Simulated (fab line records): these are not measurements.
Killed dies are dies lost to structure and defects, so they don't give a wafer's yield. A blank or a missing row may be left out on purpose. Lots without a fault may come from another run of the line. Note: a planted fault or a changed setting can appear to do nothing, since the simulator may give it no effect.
One fault through the eyes of 2 desks | flow gf180mcu | each desk has only its own numbers; what lay behind them comes last

== AT THE METROLOGY DESK ==
What the gauges read, lot by lot, whatever tool the lot ran on: means of the sampled wafers that have a number. A lot is out of limits, marked OUT, if its mean lies more than 4 standard deviations from the usual mean; the brackets give that distance.
Columns: A = STI_OXIDATION_THK at GF_STI_THK_MEAS_02, usual 9.91 nm; B = NWELL_RS at GF_VT_IMPLANT_RS_MEAS_47, usual 487.6 ohm/sq; C = DUAL_GATE_OXIDATION_00_THK at GF_DUAL_GATE_THK_MEAS_03, usual 10.99 nm
lot  | first seen here | A     | B               | C
L563 | day 1 11:31     | 10.18 | 487.2           | 10.81
L564 | day 1 16:31     | 9.85  | 489.3           | 10.94
L565 | day 1 21:31     | 9.74  | 486.7           | 10.87
L569 | day 2 17:31     | 9.78  | 485.6           | 11.28
L571 | day 3 03:32     | 9.85  | 487.3           | 10.96
L573 | day 3 13:32     | 9.84  | 486.6           | 11.20
L574 | day 3 19:14     | 10.27 | 489.6           | 11.02
L576 | day 4 04:55     | 9.84  | 487.9           | 10.92
L577 | day 4 09:31     | 9.97  | 516.9 (+23) OUT | 11.04
L578 | day 4 15:15     | 10.29 | 513.9 (+20) OUT | 10.94
L583 | day 5 15:31     | 9.71  | 488.2           | 11.16
L586 | day 6 06:31     | 9.77  | 487.8           | 10.84
This desk finds L577, L578 out of limits, with the earliest case on L577 at day 11 11:37 (NWELL_RS at GF_VT_IMPLANT_RS_MEAS_47). In limits: L563, L564, L565, L569, L571, L573, L574, L576, L583, L586.

== FOR THE TOOL OWNER'S DESK: implanter-03 ==
For each lot that ran on this tool, the mean over its sampled wafers that have a number, from the tool's own readings at GF_NWELL_IMPLANT_09. A lot is out of limits, marked OUT, if its mean lies more than 4 standard deviations from the usual mean; the brackets give that distance.
Columns: A = dose ions cm2 at GF_NWELL_IMPLANT_09, usual 4e+12; B = end station pressure torr at GF_NWELL_IMPLANT_09, usual 4.98e-06 Torr; C = faraday current uA at GF_NWELL_IMPLANT_09, usual 22.6
lot  | first seen here | A                       | B        | C
L571 | day 5 02:44     | 4e+12                   | 4.86e-06 | 22.7
L574 | day 5 19:37     | 4e+12                   | 5.10e-06 | 22.4
L577 | day 6 12:59     | 3e+12 (-99 or more) OUT | 4.89e-06 | 14.6 (-19) OUT
L578 | day 6 18:01     | 3e+12 (-99 or more) OUT | 5.06e-06 | 14.9 (-18) OUT
This desk's verdict: out of limits on L577, L578, starting with L577 at day 6 12:59 (dose ions cm2 at GF_NWELL_IMPLANT_09). In limits: L571, L574.

== PUT TOGETHER ==
On L577, L578, at day 6 12:59, an alarm was possible from the tool owner's desk.
Metrology desk: alarm possible at day 11 11:37 on L577, L578.
Of the lots named, all ran GF_NWELL_IMPLANT_09 on implanter-03.

== WHAT WAS PUT IN BY THE SIMULATOR ==
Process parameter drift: implanter-03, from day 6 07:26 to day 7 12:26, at GF_NWELL_IMPLANT_09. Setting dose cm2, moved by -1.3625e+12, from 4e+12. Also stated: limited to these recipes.
Struck lots among those shown: L577, L578.
Fault start to first reading out of limits, in hours, per desk: tool owner, 6; metrology, 124.
